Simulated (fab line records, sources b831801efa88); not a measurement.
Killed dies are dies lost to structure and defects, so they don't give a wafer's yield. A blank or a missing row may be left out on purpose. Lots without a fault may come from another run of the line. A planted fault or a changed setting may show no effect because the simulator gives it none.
One fault seen from 2 desks | flow gf180mcu | each desk has only its own numbers; what lay behind them comes last

THE TOOL OWNER'S DESK: implanter-03
The tool's own readings at GF_VT_IMPLANT_IMPLANT_08: means of the sampled wafers that have a number, for each lot that ran on this tool. A lot is out of limits, marked OUT, if its mean lies more than 4 standard deviations from the usual mean; the brackets give that distance.
Columns: A = dose_ions_cm2 at GF_VT_IMPLANT_IMPLANT_08, usual 8.291e+12; B = faraday_current_uA at GF_VT_IMPLANT_IMPLANT_08, usual 46.8
lot  | first seen here | A                           | B
L256 | day 6 03:01     | 8.287e+12                   | 46.5
L257 | day 6 07:58     | 8.298e+12                   | 46.9
L261 | day 7 10:37     | 8.304e+12                   | 47.1
L262 | day 7 16:46     | 8.285e+12                   | 46.8
L265 | day 8 10:34     | 8.297e+12                   | 47.5
L271 | day 10 00:40    | 5.552e+12 (-99 or more) OUT | 31.5 (-18) OUT
L273 | day 10 11:19    | 5.544e+12 (-99 or more) OUT | 31.1 (-19) OUT
This desk's finding: out of limits on L271, L273; first on L271, day 10 00:40 (dose_ions_cm2 at GF_VT_IMPLANT_IMPLANT_08). In limits: L256, L257, L261, L262, L265.

THE METROLOGY DESK
What the gauges read, lot by lot, whatever tool the lot ran on: means of the sampled wafers that have a number. A lot is out of limits, marked OUT, if its mean lies more than 4 standard deviations from the usual mean; the brackets give that distance.
Columns: A = STI_CVD_23_THK at GF_STI_THK_MEAS_24, usual 651 nm; B = VT_IMPLANT_TW at GF_VT_IMPLANT_TW_MEAS_10, usual 565
lot  | first seen here | A   | B
L255 | day 2 09:20     | 654 | 573
L256 | day 2 14:26     | 649 | 572
L257 | day 2 18:51     | 646 | 556
L259 | day 3 06:11     | 658 | 573
L261 | day 3 16:52     | 654 | 568
L262 | day 3 22:59     | 661 | 567
L265 | day 4 11:59     | 641 | 553
L266 | day 4 17:29     | 651 | 552
L271 | day 5 18:49     | 655 | 506 (-6.6) OUT
L272 | day 6 00:47     | 641 | 571
L273 | day 6 04:50     | 649 | 505 (-6.7) OUT
L274 | day 6 10:35     | 647 | 575
This desk's finding: out of limits on L271, L273; first on L271, day 10 00:55 (VT_IMPLANT_TW at GF_VT_IMPLANT_TW_MEAS_10). In limits: L255, L256, L257, L259, L261, L262, L265, L266, L272, L274.

PUT TOGETHER
The tool owner's desk could have raised an alarm at day 10 00:40, on L271, L273.
The metrology desk could have raised an alarm at day 10 00:55, on L271, L273.
Of the lots named, all ran GF_VT_IMPLANT_IMPLANT_08 on implanter-03.

WHAT THE SIMULATOR HAD PUT IN
Process parameter drift: implanter-03, from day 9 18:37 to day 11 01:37, at GF_VT_IMPLANT_IMPLANT_08. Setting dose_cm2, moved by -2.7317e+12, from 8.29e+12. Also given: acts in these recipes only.
Lots struck among those shown: L271, L273.
Hours from the fault's start to each desk's first reading out of limits: the tool owner's desk, 6; the metrology desk, 6.
